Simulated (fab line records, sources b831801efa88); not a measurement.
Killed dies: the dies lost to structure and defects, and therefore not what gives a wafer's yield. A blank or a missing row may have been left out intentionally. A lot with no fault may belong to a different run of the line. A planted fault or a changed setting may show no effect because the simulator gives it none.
A struck lot beside a sound one    flow sky130    16 out of 708 route steps
Sound: the wafers L544.1, L544.3, L544.4. Struck: wafer L551.4 (L551.2, L551.3, from the same lot, were not struck and are left out); the cause is given at the end.
For every step that has rows: the tool of each side, followed by ch and its chambers, followed by its first start. Under that, the readings that differ: sound wafers    struck wafers    difference of the means    sigmas: that difference in standard deviations of wafers without a fault.
alike: same words and numbers on both sides, and readings whose means sit less than 2 such deviations apart. not compared: any withheld reading, any reading some wafer has no value for, any bound like >300 that may hide the same value, and any number with overlapping values for which the record gives no deviation.
A row with sigmas, a row that says differs or no value, or rows on one side alone: a step with any of these is where the two part. When numbers do not overlap yet have no deviation, they are printed without sigmas and do not part them. Lack of a reading on every wafer of one side parts them only where that side has two or more wafers.

SKY_SD_N_OVL_MEAS_08:
  sound: overlay-02 at day 29 07:08; struck: overlay-02 at day 32 00:01
  alike: SD_N_OVL
then, 2 steps without rows for these wafers: SKY_SD_N_IMPLANT_09; SKY_SD_N_IMPLANT_10.
SKY_SD_N_STRIP_11: strips in O2/N2.
  sound on plasmaAsher-03 ch 0,1, day 29 07:28; struck on plasmaAsher-01 ch 0, day 32 00:20
reading              sound              struck  difference  sigmas
oesProductAu (a.u.)  0.524 0.532 0.527  0.513   -0.015      -3
  alike: drypumpMotorCurrentA, stripTimeToEndpointS
  not compared: rfHoursCounterH
SKY_SD_N_TW_MEAS_12:
  sound: filmMetro-04 at day 29 07:34; struck: filmMetro-03 at day 32 00:27
  alike: SD_N_TW
then, 1 step without rows for these wafers: SKY_SD_N_CLEAN_13 (cleans in SC1/SC2, time 150 s).
SKY_SD_N_RTA_14: time 2 s.
  sound on rtpAnneal-02 ch 0, day 29 07:41; struck on rtpAnneal-01 ch 0, day 32 00:34
  alike: annealTempCMax, lampPowerPct, wafer_temp_C_max
SKY_SD_N_RS_MEAS_16: measurement is done with a four-point probe.
  sound: filmMetro-03 at day 29 07:51; struck: filmMetro-03 at day 32 00:45
  alike: SD_N_RS
SKY_SD_N_RS_MEAS_17: measurement is done with a four-point probe.
  sound: filmMetro-03 at day 29 07:58; struck: filmMetro-03 at day 32 00:52
  alike: SD_P_RS
SKY_SD_N_RS_MEAS_18: measurement is done with a four-point probe.
  sound: filmMetro-03 at day 29 08:05; struck: filmMetro-03 at day 32 00:59
  alike: RES_XHIGH_RS
then, 1 step without rows for these wafers: SKY_SALICIDE_CLEAN_00 (cleans in HF-last, time 30 s).
SKY_LI_CONTACT_HDPCVD_00: deposits PSG, target thk 930 nm, time 155 s.
  sound on hdpcvd-01 ch 1,2, day 29 08:14; struck on hdpcvd-01 ch 2, day 32 01:06
reading                                       sound              struck  difference  sigmas
model.PSG_of_LI_CONTACT_HDPCVD_00.thkNm (nm)  922.7 929.5 918.9  1230    +306        
SKY_LI_CONTACT_THK_MEAS_01:
  sound: filmMetro-02 at day 29 08:20; struck: filmMetro-04 at day 32 01:13
reading                     sound        struck  difference  sigmas
LI_CONTACT_HDPCVD_THK (nm)  923 929 919  1231    +307        +32
SKY_LI_CONTACT_CMP_02: polishes PSG.
  sound on cmp-01 ch 0,2,3, day 29 08:23; struck on cmp-01 ch 0, day 32 01:16
reading              sound           struck  difference  sigmas
timeToEndpointS (s)  33.0 35.5 36.9  60.8    +25.7       +10
  alike: motorCurrentA
SKY_LI_CONTACT_BOW_MEAS_03:
  sound: filmMetro-02 at day 29 08:41; struck: filmMetro-02 at day 32 01:35
  alike: LI_CONTACT_BOW
next, for these wafers, 1 step has no rows: SKY_PAD_OPEN_PROBE_99.

== WHERE THEY PART ==
Last at SKY_LI_CONTACT_CMP_02 as far as this record goes, first at SKY_SD_N_STRIP_11. Later steps at which nothing parts them and some readings are alike: SKY_LI_CONTACT_BOW_MEAS_03.

WHY: what the simulator had put in
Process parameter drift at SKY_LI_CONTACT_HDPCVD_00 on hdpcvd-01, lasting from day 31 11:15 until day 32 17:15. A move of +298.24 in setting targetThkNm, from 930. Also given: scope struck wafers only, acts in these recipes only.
